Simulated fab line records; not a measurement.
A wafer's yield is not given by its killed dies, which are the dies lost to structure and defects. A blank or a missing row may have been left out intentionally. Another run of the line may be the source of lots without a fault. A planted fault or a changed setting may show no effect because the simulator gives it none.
Comparing a struck lot with a sound one ; flow gf180mcu ; 44 steps out of a route of 602
Sound: wafers L818.1, L818.2, L818.4. Struck: wafer L814.2. (L814.1, L814.5 of the same lot were not struck and are left out.) The cause comes at the end.
At each step with rows: each side's tool, then ch and its chambers, then its first start. Under that, the readings that differ: sound wafers ; struck wafers ; difference of the means ; sigmas: that difference in standard deviations of wafers without a fault.
alike: words and numbers the same on both sides, and readings whose means are apart by under 2 such deviations; not compared: readings that were withheld, readings missing a value for some wafer, numbers with overlapping values and no deviation given by the record, and bounds like >300 which may hide the same value.
Wherever a step has rows on one side only, a row that says differs or no value, or a row with sigmas, the two part there. Non-overlapping numbers with no deviation appear without sigmas and do not part them. Lack of a reading on every wafer of one side parts them only where that side has two or more wafers.

first, 3 steps without rows for these wafers: GF_V3_STRIP_19 (strips in post etch residue remover, time 1200 s); GF_V3_CLEAN_20 (cleans in DIW); GF_V3_SPUTTER_21 (material Ti, target thk 15 nm, time 80.02 s).
GF_V3_SPUTTER_22: material TiN, target thk 10 nm, time 40 s.
  sound on pvd-sputter-03, day 25 15:47; struck on pvd-sputter-03, day 23 23:24
  alike: cathode-dc-power-W, throttle-valve-pct
GF_V3_CVD_23: deposits W, target thk 350 nm, time 104.9 s.
  sound on cvd-w-02 ch 0,1, day 25 15:49; struck on cvd-w-01 ch 1, day 23 23:26
reading;sound;struck;difference;sigmas
heater-power-w (W);941 976 950;771;-185;-3
  alike: chamber-pressure-Torr, susceptor-temp-C
GF_V3_RS_MEAS_24: a four-point-probe measurement.
  sound on film-metro-03, day 25 15:56; struck on film-metro-01, day 23 23:33
  alike: V3_W_RS
GF_V3_THK_MEAS_25: measures by xrf.
  sound on film-metro-03, day 25 16:04; struck on film-metro-01, day 23 23:40
  alike: V3_W_THK
then, 5 steps without rows for these wafers: GF_V3_CMP_26 (polishes, stops on SiO2, t overpolish 15 s, target thk 0 nm); GF_M4_SPUTTER_00 (material Ti, target thk 37.5 nm, time 150 s); GF_M4_SPUTTER_01 (material TiN, target thk 30 nm, time 25 s); GF_M4_SPUTTER_02 (material AlCu, target thk 450 nm, time 23.9 s); GF_M4_SPUTTER_03 (material Ti, target thk 10 nm, time 6.7 s).
GF_M4_SPUTTER_04: material TiN, target thk 50 nm, time 41.7 s.
  sound on pvd-sputter-04, day 25 16:36; struck on pvd-sputter-01, day 24 00:13
reading;sound;struck;difference;sigmas
cathode-dc-power-W (W);6500.1 6498.9 6499.5;6123.1;-376.4;-99 or more
model.TiN_of_M4_SPUTTER_04.thk-nm (nm);50.42 50.12 49.84;47.29;-2.84;
  alike: throttle-valve-pct
GF_M4_RS_MEAS_05: a four-point-probe measurement.
  sound on film-metro-04, day 25 16:38; struck on film-metro-04, day 24 00:16
reading;sound;struck;difference;sigmas
M4_ALCU_RS (ohm/sq);0.0684 0.0699 0.0694;0.0710;+0.0018;+2
GF_M4_THK_MEAS_06: measures by xrf.
  sound on film-metro-04, day 25 16:46; struck on film-metro-04, day 24 00:23
  alike: M4_ALCU_THK
then, 7 steps without rows for these wafers: GF_M4_DEHYDRATE_07 (time 60 s); GF_M4_HMDS_08 (prime time 60 s); GF_M4_COAT_09 (resist thk 1000 nm); GF_M4_SOFTBAKE_10 (time 60 s); GF_M4_EXPOSE_11 (exposes mask Metal4, target cd 280 nm); GF_M4_PEB_12 (peb time 90 s); GF_M4_DEVELOP_13 (develop time 60 s).
GF_M4_CD_MEAS_14 targets a cd of 280 nm.
  sound on cd-sem-02, day 26 13:22; struck on cd-sem-02, day 24 22:16
  alike: cd-nm
GF_M4_OVL_MEAS_15:
  sound on overlay-02, day 26 13:29; struck on overlay-01, day 24 22:23
  alike: M4_OVL
then, 1 step without rows for these wafers: GF_M4_METAL_ETCH_16 (etches the open film in Cl2/BCl3, stops on SiO2, target depth 627.5 nm, time 104.6 s).
GF_M4_STRIP_17: strips in O2/N2.
  sound on plasma-asher-01 ch 0,1, day 26 13:38; struck on plasma-asher-01 ch 1, day 24 22:32
reading;sound;struck;difference;sigmas
oes-product-au (a.u.);0.558 0.559 0.552;0.566;+0.010;+2
  alike: drypump-motor-current-A, heater-power-w, o2-flow-sccm, strip-time-to-endpoint-s
  not compared: rf-hours-counter-h
then, 3 steps without rows for these wafers: GF_M4_STRIP_18 (strips in post etch residue remover, time 1200 s); GF_M4_CLEAN_19 (cleans in DIW); GF_V4_CVD_00 (deposits SiO2, target thk 600 nm, time 100 s).
GF_V4_THK_MEAS_01:
  sound on film-metro-03, day 26 14:16; struck on film-metro-04, day 24 23:08
reading;sound;struck;difference;sigmas
V4_CVD_00_THK (nm);600 602 603;588;-14;-2
GF_V4_CVD_02: deposits SiO2 from TEOS, target thk 850 nm, time 94.851 s.
  sound on pecvd-02 ch 0,2, day 26 14:19; struck on pecvd-04 ch 2, day 24 23:12
  alike: heater-power-w, susceptor-temp-C
GF_V4_THK_MEAS_03:
  sound on film-metro-02, day 26 14:23; struck on film-metro-03, day 24 23:16
reading;sound;struck;difference;sigmas
V4_CVD_02_THK (nm);853 846 875;831;-27;-2
GF_V4_CMP_04: polishes SiO2.
  sound on cmp-02 ch 0,1,3, day 26 14:27; struck on cmp-02 ch 0, day 24 23:23
reading;sound;struck;difference;sigmas
time-to-endpoint-s (s);82 82 88;70;-14;-3
  alike: motor-current-A, slurry-filter-dp-kPa
GF_V4_BOW_MEAS_05:
  sound on film-metro-02, day 26 14:45; struck on film-metro-04, day 24 23:38
  alike: V4_BOW
then, 8 steps without rows for these wafers: GF_V4_DEHYDRATE_06 (time 60 s); GF_V4_HMDS_07 (prime time 60 s); GF_V4_COAT_08; GF_V4_COAT_09 (resist thk 1000 nm); GF_V4_SOFTBAKE_10 (time 60 s); GF_V4_EXPOSE_11 (exposes mask Via4, target cd 260 nm); GF_V4_PEB_12 (peb time 90 s); GF_V4_DEVELOP_13 (develop time 60 s).
GF_V4_STRIP_19: strips in post etch residue remover, time 1200 s.
  sound on wet-bench-01 ch 1, day 27 11:52; struck on wet-bench-04 ch 3, day 25 21:14
reading;sound;struck;difference;sigmas
model.TiN_of_M4_SPUTTER_04.thk-nm (nm);49.58 49.28 49.01;46.46;-2.83;
-- the record jumps here: 4 days lie between the struck wafers' starts before and after (it left off in module V4 and takes up again in module PASSIVATION, whose first step shown is number 602 of the route) --
GF_PASSIVATION_PROBE_99:
  rows exist in the record for the struck wafers here (prober-01, day 30 09:11), but not for the sound ones

== WHERE THEY PART ==
Last at GF_PASSIVATION_PROBE_99 as far as this record goes, first at GF_V3_CVD_23.

WHY: the cause the simulator had injected
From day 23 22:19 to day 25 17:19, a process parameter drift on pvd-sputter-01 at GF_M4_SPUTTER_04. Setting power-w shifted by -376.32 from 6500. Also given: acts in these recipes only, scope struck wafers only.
